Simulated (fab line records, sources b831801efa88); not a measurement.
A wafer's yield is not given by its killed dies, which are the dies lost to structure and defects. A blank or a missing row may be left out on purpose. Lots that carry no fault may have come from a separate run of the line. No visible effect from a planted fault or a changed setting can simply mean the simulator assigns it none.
Chamber matching + flow gf180mcu + GF_V5_CMP_04 on cmp-02: 4 sister chambers
The step polishes SiO2. 14 wafers are shown with their chamber, then 7 later ones without.

## WAFERS, EACH WITH ITS CHAMBER
| wafer  | chamber | motor-current-A (A) |
|--------|---------|---------------------|
| L971.1 | 2       | 11.4                |
| L971.2 | 1       | 10.7                |
| L971.5 | 0       | 14.6                |
| L981.3 | 1       | 10.8                |
| L981.4 | 3       | 12.3                |
| L981.5 | 0       | 14.3                |
| L983.1 | 2       | 11.1                |
| L983.2 | 1       | 10.3                |
| L983.3 | 3       | 11.3                |
| L985.1 | 0       | 15.0                |
| L985.4 | 1       | 10.9                |
| L985.5 | 2       | 11.4                |
| L988.1 | 0       | 14.5                |
| L988.2 | 2       | 12.3                |

SIGNATURES (means of the wafers above)
| reading         | chamber 0 | chamber 1 | chamber 2 | chamber 3 | scatter within a chamber |
|-----------------|-----------|-----------|-----------|-----------|--------------------------|
| motor-current-A | 14.600    | 10.675    | 11.550    | 11.800    | 0.422                    |
Rule: distance of a wafer from a chamber = root of the sum over the readings of ((wafer's reading minus chamber's mean) / reading's scatter) squared. If the next closest chamber is less than 2 further off than the closest, the wafer can't be placed; otherwise it belongs to the closest. How the scatter is found: for the shown wafers, subtract from each reading the mean of its chamber, square and add these, divide the total by (wafers less chambers), then take the root.

## WAFERS WITHOUT THEIR CHAMBER
| wafer  | motor-current-A (A) |
|--------|---------------------|
| L988.6 | 10.6                |
| L989.4 | 14.8                |
| L989.5 | 10.8                |
| L989.6 | 15.0                |
| L991.2 | 11.6                |
| L991.3 | 10.5                |
| L991.5 | 10.5                |

## CHAMBER TAKEN BY EACH
| wafer  | from the rows above     | in truth |
|--------|-------------------------|----------|
| L988.6 | 1                       | 1        |
| L989.4 | 0                       | 0        |
| L989.5 | can't be placed: 1 or 2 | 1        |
| L989.6 | 0                       | 0        |
| L991.2 | can't be placed: 2 or 3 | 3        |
| L991.3 | 1                       | 1        |
| L991.5 | 1                       | 1        |
Correctly placed: 5 of 7. Unplaceable from these rows: 2, with the true chamber sitting among the candidates in 2. Number placed wrongly: 0.
